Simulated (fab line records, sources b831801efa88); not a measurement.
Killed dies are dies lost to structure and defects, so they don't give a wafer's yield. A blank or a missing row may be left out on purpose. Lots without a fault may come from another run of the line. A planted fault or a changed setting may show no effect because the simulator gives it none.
A struck lot beside a sound one | flow sky130 | 16 steps out of a route of 708
Sound: wafers L190.1, L190.3, L190.6. Struck: wafer L193.2. (L193.1, L193.3 of the same lot were not struck and are left out.) The cause comes at the end.
At each step with rows: each side's tool, then ch and its chambers, then its first start. Under that, the readings that differ: sound wafers | struck wafers | difference of the means | sigmas: that difference in standard deviations of wafers without a fault.
alike: readings whose means differ by less than 2 such deviations, and words and numbers that are the same on both sides. not compared: withheld readings, readings that some wafer has no value for, bounds like >300 that may hide the same value, and numbers for which the record gives no deviation and whose values overlap.
The two part at a step that has a row with sigmas, a row that says differs or no value, or rows on one side only. Numbers that don't overlap but have no deviation are shown without sigmas and don't part them. A reading that every wafer of one side lacks parts them only if that side has two wafers or more.

SKY_VIA2_BOW_MEAS_03:
  sound on film_metro-01, day 36 07:23; struck on film_metro-02, day 37 19:31
  alike: VIA2_BOW
then, 8 steps without rows for these wafers: SKY_VIA2_DEHYDRATE_04 (time 60 s); SKY_VIA2_HMDS_05 (prime time 60 s); SKY_VIA2_COAT_06 (resist thk 60 nm); SKY_VIA2_COAT_07 (resist thk 450 nm); SKY_VIA2_SOFTBAKE_08 (time 90 s); SKY_VIA2_EXPOSE_09 (exposes mask VIM2, target cd 200 nm); SKY_VIA2_PEB_10; SKY_VIA2_DEVELOP_11 (develop time 60 s).
SKY_VIA2_CD_MEAS_12: target cd 200 nm.
  sound on cd_sem-01, day 37 10:13; struck on cd_sem-02, day 38 21:33
  alike: cd_nm
SKY_VIA2_OVL_MEAS_13:
  sound on overlay-01, day 37 10:20; struck on overlay-01, day 38 21:40
  alike: VIA2_OVL
SKY_VIA2_ETCH_14: etches BARC in N2/H2, stops on SiO2, time 45.9 s, target depth 60 nm.
  sound on rie_diel-03 ch 0,1, day 37 10:23; struck on rie_diel-03 ch 2, day 38 21:43
  alike: drypump_motor_current_A, oes_product_au, throttle_valve_pct
  not compared: rf_hours_counter_h
SKY_VIA2_ETCH_15: etches SiO2 in C4F8/O2/Ar, stops on TiN, target depth 546 nm, time 84 s.
  sound on rie_diel-03 ch 0,1, day 37 10:25; struck on rie_diel-03 ch 2, day 38 21:45
  reading                                     | sound             | struck | difference | sigmas
  oes_product_au (a.u.)                       | 0.946 0.938 0.941 | 0.808  | -0.134     | -30
  model.VIA2.feature_depth_nm (nm)            | 495.8 495.1 495.5 | 379.6  | -115.9     |
  model.etch.depth_nm (nm)                    | 495.8 495.1 495.5 | 379.6  | -115.9     |
  model.KrF-thick_of_VIA2_COAT_07.thk_nm (nm) | 283.4 282.1 282   | 316.7  | +34.2      |
  not compared: rf_hours_counter_h
SKY_VIA2_STRIP_16: strips in O2/N2.
  sound on plasma_asher-03 ch 0,1, day 37 10:29; struck on plasma_asher-02 ch 1, day 38 21:49
  reading                      | sound             | struck | difference | sigmas
  oes_product_au (a.u.)        | 0.397 0.391 0.399 | 0.411  | +0.015     | +4
  strip_time_to_endpoint_s (s) | 4.053 4.027 4.044 | 4.405  | +0.364     | +14
  alike: drypump_motor_current_A
  not compared: rf_hours_counter_h
then, 1 step without rows for these wafers: SKY_VIA2_STRIP_17 (strips in post etch residue remover, time 1200 s).
-- the record jumps here: 9 days lie between the struck wafers' starts before and after (it left off in module VIA2 and takes up again in module PAD_OPEN, whose first step shown is number 708 of the route) --
SKY_PAD_OPEN_PROBE_99:
  sound on prober-01, day 46 17:04; struck on prober-01, day 47 22:17
  reading                  | sound          | struck                   | difference                   | sigmas
  hold                     | - - -          | await_dispo/2.8h/release | no value on the sound wafers |
  defect_limited_yield (%) | 83.9 82.3 85.4 | 0                        | -84                          | -47
  killed_at_M0_to_M3       | 34 44 38       | 455                      | +416                         | +63
  killed_at_M4_up          | 3 2 3          | 6                        | +3                           | +2
  killed_dies              | 79 87 72       | 492                      | +413                         | +47
  killed_on_rim            | 18 13 6        | 96                       | +84                          | +20
  sort_bin_5_function (%)  | 10.8 11.2 8.5  | 92.7                     | +82.5                        | +59
  sort_n_pass              | 413 405 420    | 0                        | -413                         | -47
  sort_yield_pct (%)       | 83.9 82.3 85.4 | 0                        | -84                          | -47
  alike: killed_at_contacts, killed_at_front_end, killed_at_other, killed_open, killed_short, sort_bin_3_pad_short, sort_bin_6_memory

WHERE THEY PART
First at SKY_VIA2_ETCH_15; last, within this record, at SKY_PAD_OPEN_PROBE_99.

WHY: what the simulator had put in
Process parameter drift: rie_diel-03, from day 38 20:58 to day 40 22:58, at SKY_VIA2_ETCH_15. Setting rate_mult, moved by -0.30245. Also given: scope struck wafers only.
